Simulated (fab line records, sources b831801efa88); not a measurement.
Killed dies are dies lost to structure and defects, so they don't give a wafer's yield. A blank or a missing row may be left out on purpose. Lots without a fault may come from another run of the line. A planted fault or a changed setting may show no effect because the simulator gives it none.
Chamber matching | flow gf180mcu | GF_CONTACT_CMP_27 on cmp-01: 4 sister chambers
The step polishes, stops on SiO2, t overpolish 15 s, target thk 0 nm. 4 wafers are shown with their chamber, then 9 later ones without.

WAFERS WITH THEIR CHAMBER
wafer  | chamber | motor_current_A (A)
L419.6 | 0       | 11.7
L425.6 | 3       | 10.2
L426.3 | 2       | 9.9
L426.5 | 1       | 11.1

WAFERS WITHOUT THEIR CHAMBER
wafer  | motor_current_A (A)
L428.2 | 10.2
L428.4 | 10.6
L428.6 | 10.8
L430.1 | 9.2
L430.4 | 10.6
L430.5 | 10.9
L433.1 | 8.9
L433.2 | 10.9
L433.3 | 10.7

WHICH CHAMBER EACH WENT THROUGH
wafer  | from the rows above               | in truth
L428.2 | can't be placed: 3 or 2 or 1      | 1
L428.4 | can't be placed: 3 or 1 or 2 or 0 | 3
L428.6 | can't be placed: 1 or 3 or 0 or 2 | 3
L430.1 | can't be placed: 2 or 3           | 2
L430.4 | can't be placed: 3 or 1 or 2 or 0 | 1
L430.5 | can't be placed: 1 or 3 or 0 or 2 | 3
L433.1 | can't be placed: 2 or 3           | 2
L433.2 | can't be placed: 1 or 3 or 0 or 2 | 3
L433.3 | can't be placed: 1 or 3 or 2 or 0 | 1
Placed correctly: 0 of 9. Can't be placed from these rows: 9 (the true chamber is among the candidates in 9). Placed wrongly: 0.
How it was worked out, from the rows above alone: a wafer's distance from a chamber is the root of the sum, over the readings, of the square of ((its reading less the chamber's mean) divided by the reading's scatter). The wafer belongs to the nearest chamber; if the next one is less than 2 further off, it can't be placed. A chamber's mean is the mean of its shown wafers. The scatter: with one shown wafer a chamber, the root of the mean of the squares of how far each hidden wafer lies from its nearest shown one.
